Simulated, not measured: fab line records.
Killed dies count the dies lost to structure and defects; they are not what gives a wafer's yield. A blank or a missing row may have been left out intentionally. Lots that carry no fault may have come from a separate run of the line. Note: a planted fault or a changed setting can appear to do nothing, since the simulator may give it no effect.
Which tool was responsible? | flow gf180mcu | 6 lots with 18 wafers sampled at 4 steps, on a route of 602 steps

== WHAT THE GAUGES READ, wafer by wafer ==
GF_V5_THK_MEAS_25: measures by xrf.
lot  | measured     | on            | V5_W_THK (nm)
L510 | day 27 16:46 | film metro-03 | 362 359 358
L514 | day 29 03:08 | film metro-04 | 350 350 357
L517 | day 30 14:29 | film metro-04 | 347 355 353
L520 | day 31 04:17 | film metro-04 | 354 359 353
L524 | day 31 23:21 | film metro-03 | 351 364 352
L528 | day 32 19:37 | film metro-02 | 353 361 363

== WHICH TOOL RAN EACH LOT (tool, then ch and the chambers of the sampled wafers, then the start) ==
lot  | GF_M4_METAL_ETCH_16               | GF_M5_METAL_ETCH_10               | GF_V5_SPUTTER_22
L510 | rie metal-04 ch 1, day 23 22:05   | rie metal-03 ch 0, day 26 18:52   | pvd sputter-02, day 27 16:29
L514 | rie metal-04 ch 0,1, day 25 13:50 | rie metal-02 ch 0,1, day 28 05:15 | pvd sputter-02, day 29 02:52
L517 | rie metal-01 ch 0,1, day 27 03:11 | rie metal-04 ch 1, day 29 17:58   | pvd sputter-02, day 30 14:13
L520 | rie metal-04 ch 0,1, day 27 19:18 | rie metal-02 ch 1, day 30 08:09   | pvd sputter-02, day 31 04:01
L524 | rie metal-04 ch 0,1, day 28 16:53 | rie metal-03 ch 0, day 31 03:39   | pvd sputter-01, day 31 23:05
L528 | rie metal-01 ch 0,1, day 29 15:15 | rie metal-02 ch 1, day 32 00:45   | pvd sputter-04, day 32 19:20
- GF_M4_METAL_ETCH_16: etches the open film in Cl2/BCl3, stops on SiO2, target depth 750.8 nm, time 125.1 s.
- GF_M5_METAL_ETCH_10: etches the open film in Cl2/BCl3, stops on SiO2, target depth 750.8 nm, time 125.1 s.
- GF_V5_SPUTTER_22: material TiN, target thk 10 nm, time 40 s.

== THE ANSWER, worked out from the rows above alone ==
Rule: the lots themselves supply what counts as usual. The widest of any qualifying gaps counts: lots, ordered by their means at a reading, are off when they make up no more than a third of the lots, leave a main group of 4 or more, and stand apart from it by 3 or more times the standard deviation of that group's means. If all means in a main group match to the digits the tables above print for the reading, that group is not used. A lot without any number at a reading at which 4 lots or more have one is off too. All remaining lots with rows at the step are treated as sound.
No lot is off on any of the readings shown, so nothing can be concluded from this.

== WHAT THE SIMULATOR PUT IN ==
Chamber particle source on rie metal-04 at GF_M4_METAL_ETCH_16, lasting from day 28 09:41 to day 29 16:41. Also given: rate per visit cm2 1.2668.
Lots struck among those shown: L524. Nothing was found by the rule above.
